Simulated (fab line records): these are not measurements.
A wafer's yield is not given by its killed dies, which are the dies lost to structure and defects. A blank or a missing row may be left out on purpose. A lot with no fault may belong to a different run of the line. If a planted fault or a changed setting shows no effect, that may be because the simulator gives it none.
fab line records -- flow gf180mcu -- part 2 of 2: steps 34 to 43 of 43
record: lots: 5, wafers: 15, lastDay: 34
route steps=602 shown M2@366 V2@382
lots untouched by any fault: they come from a run of this same line in which no faults occurred
startH: hours from the record's first day to the start of the lot's first wafer shown -- waitH: hours since the lot's step before -- " the same as in the row above -- L1.1+2: several wafers, shown together as one row -- - no value, or no start was given -- * or withheld: withheld -- < > ~ a bound
route shown NAME@n: NAME is a module with steps in the file, n the number in the route of the first one -- usual: mean and standard deviation over wafers with no fault -- same: alike in all rows -- chamber/n: place in a boat -- sites: readings site by site -- _std_site: how widely they spread, as a standard deviation -- _edge_site: mean of outer sites minus mean of inner sites -- radiusMm: for every site, how far away it sits from the centre of the wafer -- mask NAME#n: copy n -- behind: the tool/chamber that last shaped the wafer -- hold: reason for holding the lot/hours on hold/outcome of the hold -- device: whichever transistor did not switch (one of n, p or np) -- end of line: the same wafers' tests at the end of the route -- where a step has no rows: the recipe by itself -- killed: not the wafer's yield, but the dies lost to structure and defects at the first sort -- map: the dies of a wafer, with x for killed, . for not killed, _ for no die there
set.NAME: the setting that was run; set.NAME@STEP: the one run at that earlier step -- model.NAME: the simulator's own value behind a step, which no gauge read
lots at selected steps of the route; one table per step, one row per wafer
services: when a tool's chamber went out of use (startH, in hours from the record's first day, below 0 if earlier), for how many hours, and the reason
== steps ==
step: GF_V2_ETCH_17
recipe: chemistry: C4F8/O2/Ar, maskMaterial: KrF, target: SiO2, stopOn: TiN, sourceW: 1500, biasW: 1200, pressureMtorr: 40, c4f8FlowSccm: withheld, O2_flow_sccm: 6, Ar_flow_sccm: 300, timeS: withheld, targetDepthA: 6300
usual: oesProductAu: 0.857/0.0047
lot.wafer,tool,chamber,startH,waitH,oesProductAu
L076.1,rieDiel-04,0,-,-,0.852
L076.2,rieDiel-04,1,-,-,0.863
L076.3,rieDiel-04,2,-,-,0.868
L078.2,rieDiel-02,1,-,-,0.850
L078.3,rieDiel-02,2,-,-,0.859
L078.4,rieDiel-02,0,-,-,0.848
L088.1,rieDiel-03,0,-,-,0.855
L088.4,rieDiel-03,1,-,-,0.862
L088.6,rieDiel-03,3,-,-,0.862
L089.1,rieDiel-04,0,-,-,0.855
L089.2,rieDiel-04,3,-,-,0.856
L089.5,rieDiel-04,2,-,-,0.853
L097.1,rieDiel-03,0,-,-,0.851
L097.2,rieDiel-03,3,-,-,0.849
L097.4,rieDiel-03,2,-,-,0.859
step: GF_V2_STRIP_18
recipe: chemistry: O2/N2, powerW: 1400, pressureMtorr: 1500, platenTempC: 250, o2FlowSccm: 3000, n2FlowSccm: 300, overashFraction: 0.5
usual: drypumpMotorCurrentA: 5.5/0.39, heaterPowerW: 321/29, oesProductAu: 0.593/0.0044
lot.wafer,tool,chamber,startH,waitH,drypumpMotorCurrentA,heaterPowerW,oesProductAu,rfHoursCounterH
L076.1,plasmaAsher-01,1,488.67,-,5.6,285,0.593,38
L076.2,plasmaAsher-01,0,488.67,-,5.3,335,0.597,38
L076.3,plasmaAsher-01,1,488.67,-,5.6,290,0.596,-
L078.2,plasmaAsher-01,0,502.60,-,5.2,323,0.592,39
L078.3,plasmaAsher-01,1,502.60,-,5.6,288,0.593,-
L078.4,plasmaAsher-01,0,502.60,-,5.2,336,0.584,-
L088.1,plasmaAsher-02,1,585.75,-,6.0,341,0.595,97
L088.4,plasmaAsher-02,0,585.75,-,4.9,367,0.595,-
L088.6,plasmaAsher-02,1,585.75,-,6.0,338,0.599,-
L089.1,plasmaAsher-02,1,596.07,-,6.0,343,0.592,98
L089.2,plasmaAsher-02,0,596.07,-,4.9,355,0.601,98
L089.5,plasmaAsher-02,1,596.07,-,6.0,348,0.590,-
L097.1,plasmaAsher-01,1,648.85,-,5.6,291,0.598,53
L097.2,plasmaAsher-01,0,648.85,-,5.2,331,0.586,53
L097.4,plasmaAsher-01,1,648.85,-,5.6,292,0.593,-
step: GF_V2_STRIP_19
recipe: chemistry: postEtchResidueRemover, timeS: 1200, tempC: 72.5
lot.wafer,tool,chamber,startH,waitH
L076.1+2+3,wetBench-04,2,488.77,0.1
L078.2+3+4,wetBench-01,3,502.70,0.1
L088.1+4+6,wetBench-04,1,585.85,0.1
L089.1+2+5,wetBench-02,1,596.17,0.1
L097.1+2+4,wetBench-02,1,648.95,0.1
step: GF_V2_CLEAN_20
recipe: chemistry: DIW, dry: n2Spin
lot.wafer,tool,chamber,startH,waitH
L076.1+2+3,wetBench-02,2,489.11,0.0
L078.2+3+4,wetBench-04,2,503.11,0.0
L088.1+4+6,wetBench-01,3,586.19,0.0
L089.1+2+5,wetBench-01,3,596.51,0.0
L097.1+2+4,wetBench-04,1,649.69,0.0
step: GF_V2_SPUTTER_21
recipe: material: Ti, targetThkNm: 15, chamberPressurePa: 5, powerW: 2500, substrateTempC: 200, timeS: 80.02
usual: throttleValvePct: 29.7/1.3
lot.wafer,tool,chamber,startH,waitH,throttleValvePct
L076.1,pvdSputter-04,-,489.33,0.0,29.3
L076.2,pvdSputter-04,-,489.33,0.0,29.5
L076.3,pvdSputter-04,-,489.33,0.0,31.3
L078.2,pvdSputter-01,-,503.21,0.0,30.2
L078.3,pvdSputter-01,-,503.21,0.0,27.8
L078.4,pvdSputter-01,-,503.21,0.0,29.9
L088.1,pvdSputter-04,-,586.29,0.0,28.4
L088.4,pvdSputter-04,-,586.29,0.0,31.1
L088.6,pvdSputter-04,-,586.29,0.0,29.4
L089.1,pvdSputter-04,-,596.61,0.0,29.6
L089.2,pvdSputter-04,-,596.61,0.0,29.2
L089.5,pvdSputter-04,-,596.61,0.0,29.7
L097.1,pvdSputter-03,-,649.80,0.0,32.3
L097.2,pvdSputter-03,-,649.80,0.0,29.1
L097.4,pvdSputter-03,-,649.80,0.0,29.2
step: GF_V2_SPUTTER_22
recipe: material: TiN, targetThkNm: 10, chamberPressurePa: 5, powerW: 4000, timeS: 40
usual: throttleValvePct: 29.8/1.2
lot.wafer,tool,chamber,startH,waitH,throttleValvePct
L076.1,pvdSputter-04,-,489.39,0.0,29.4
L076.2,pvdSputter-04,-,489.39,0.0,29.7
L076.3,pvdSputter-04,-,489.39,0.0,31.3
L078.2,pvdSputter-01,-,503.27,0.0,30.0
L078.3,pvdSputter-01,-,503.27,0.0,27.8
L078.4,pvdSputter-01,-,503.27,0.0,29.7
L088.1,pvdSputter-04,-,586.36,0.0,28.4
L088.4,pvdSputter-04,-,586.36,0.0,31.3
L088.6,pvdSputter-04,-,586.36,0.0,29.5
L089.1,pvdSputter-04,-,596.67,0.0,29.4
L089.2,pvdSputter-04,-,596.67,0.0,29.4
L089.5,pvdSputter-04,-,596.67,0.0,29.6
L097.1,pvdSputter-03,-,649.86,0.0,32.7
L097.2,pvdSputter-03,-,649.86,0.0,28.9
L097.4,pvdSputter-03,-,649.86,0.0,29.1
step: GF_V2_CVD_23
recipe: material: W, targetThkNm: 350, timeS: 104.94, tempC: 400, pressureTorr: 40
usual: heaterPowerW: 859/120
lot.wafer,tool,chamber,startH,waitH,heaterPowerW
L076.1,cvdW-02,1,489.43,0.0,911
L076.2,cvdW-02,0,489.43,0.0,1031
L076.3,cvdW-02,1,489.43,0.0,907
L078.2,cvdW-01,0,503.31,0.0,683
L078.3,cvdW-01,1,503.31,0.0,872
L078.4,cvdW-01,0,503.31,0.0,674
L088.1,cvdW-02,0,586.39,0.0,1027
L088.4,cvdW-02,0,586.39,0.0,1012
L088.6,cvdW-02,1,586.39,0.0,876
L089.1,cvdW-02,0,596.71,0.0,1050
L089.2,cvdW-02,1,596.71,0.0,892
L089.5,cvdW-02,0,596.71,0.0,1026
L097.1,cvdW-01,1,649.90,0.0,851
L097.2,cvdW-01,0,649.90,0.0,684
L097.4,cvdW-01,0,649.90,0.0,686
step: GF_V2_RS_MEAS_24
recipe: thkMeasGauge: four-point-probe, reads: W_of_V2_CVD_23+TiN_of_V2_SPUTTER_22+Ti_of_V2_SPUTTER_21
usual: V2_W_RS: 0.327/0.0034
lot.wafer,tool,chamber,startH,waitH,V2_W_RS[ohm/sq]
L076.1,filmMetro-03,-,489.54,0.1,0.323
L076.2,filmMetro-03,-,489.54,0.1,0.323
L076.3,filmMetro-03,-,489.54,0.1,0.319
L078.2,filmMetro-03,-,503.44,0.1,0.321
L078.3,filmMetro-03,-,503.44,0.1,0.322
L078.4,filmMetro-03,-,503.44,0.1,0.322
L088.1,filmMetro-02,-,586.51,0.1,0.321
L088.4,filmMetro-02,-,586.51,0.1,0.326
L088.6,filmMetro-02,-,586.51,0.1,0.321
L089.1,filmMetro-02,-,596.82,0.1,0.327
L089.2,filmMetro-02,-,596.82,0.1,0.323
L089.5,filmMetro-02,-,596.82,0.1,0.329
L097.1,filmMetro-04,-,650.01,0.1,0.332
L097.2,filmMetro-04,-,650.01,0.1,0.328
L097.4,filmMetro-04,-,650.01,0.1,0.331
step: GF_V2_THK_MEAS_25
recipe: thkMeasGauge: xrf, reads: W_of_V2_CVD_23
usual: V2_W_THK: 358/5.5
lot.wafer,tool,chamber,startH,waitH,V2_W_THK[nm]
L076.1,filmMetro-03,-,489.66,0.1,365
L076.2,filmMetro-03,-,489.66,0.1,365
L076.3,filmMetro-03,-,489.66,0.1,370
L078.2,filmMetro-03,-,503.55,0.1,367
L078.3,filmMetro-03,-,503.55,0.1,368
L078.4,filmMetro-03,-,503.55,0.1,364
L088.1,filmMetro-02,-,586.63,0.1,360
L088.4,filmMetro-02,-,586.63,0.1,354
L088.6,filmMetro-02,-,586.63,0.1,358
L089.1,filmMetro-02,-,596.94,0.1,352
L089.2,filmMetro-02,-,596.94,0.1,361
L089.5,filmMetro-02,-,596.94,0.1,351
L097.1,filmMetro-04,-,650.13,0.1,355
L097.2,filmMetro-04,-,650.13,0.1,357
L097.4,filmMetro-04,-,650.13,0.1,358
step: GF_V2_CMP_26
recipe: stopOn: SiO2, downForcePsi: 3.5, platenRpm: 60, tOverpolishS: 15, targetThkNm: 0, padVelocityMS: 0.94248
usual: motorCurrentA: 11.1/0.84, overpolishRunS: 15.001/0.0093, timeToEndpointS: 86.3/2.7
lot.wafer,tool,chamber,startH,waitH,motorCurrentA,overpolishRunS,timeToEndpointS
L076.2,cmp-02,2,489.72,0.0,11.9,14.987,84.2
L076.3,cmp-02,3,489.72,0.0,11.0,14.997,84.3
L076.1,cmp-02,1,489.72,0.0,10.9,15.003,84.4
L078.4,cmp-02,0,503.60,0.0,12.1,15.014,84.5
L078.3,cmp-02,2,503.60,0.0,11.4,15.003,85.7
L078.2,cmp-02,3,503.60,0.0,10.8,14.994,83.6
L088.1,cmp-02,3,586.79,0.1,11.6,15.003,84.5
L088.4,cmp-02,0,586.79,0.1,12.5,15.008,88.4
L088.6,cmp-02,2,586.79,0.1,11.0,15.003,86.3
L089.2,cmp-02,1,597.00,0.0,10.1,15.025,86.0
L089.1,cmp-02,2,597.00,0.0,11.9,14.994,83.6
L089.5,cmp-02,2,597.00,0.0,11.4,14.987,84.4
L097.4,cmp-01,2,650.19,0.0,11.5,15.014,87.1
L097.2,cmp-01,3,650.19,0.0,11.5,14.999,85.9
L097.1,cmp-01,1,650.19,0.0,9.7,14.988,83.9
== services ==
tool,chamber,startH,hours,kind
rieDiel-04,-,415.13,1.0,repair
pvdSputter-04,-,421.33,7.1,repair
wetBench-02,-,433.50,2.1,repair
cmp-01,-,451.21,1.6,repair
cmp-02,-,452.13,1.8,repair
krfScanner-01,-,454.58,1.0,pm
krfScanner-02,-,455.58,0.8,pm
cmp-02,-,481.14,2.1,repair
cmp-02,-,493.75,1.3,repair
pvdSputter-04,-,500.58,0.6,repair
krfScanner-02,-,505.96,0.8,pm
pvdSputter-03,-,517.52,0.5,repair
pvdSputter-03,-,518.79,0.5,repair
pvdSputter-03,-,524.00,1.7,repair
krfScanner-02,-,524.53,4.0,pm
cmp-02,-,526.78,1.4,repair
pvdSputter-04,-,528.48,2.1,repair
krfScanner-02,-,528.55,1.3,pm
pvdSputter-03,-,535.88,3.1,repair
krfScanner-02,-,551.31,1.0,pm
cmp-02,-,557.03,2.3,repair
krfScanner-02,-,624.58,0.8,pm
pvdSputter-04,-,625.69,2.3,repair
krfScanner-02,-,646.84,12.0,repair
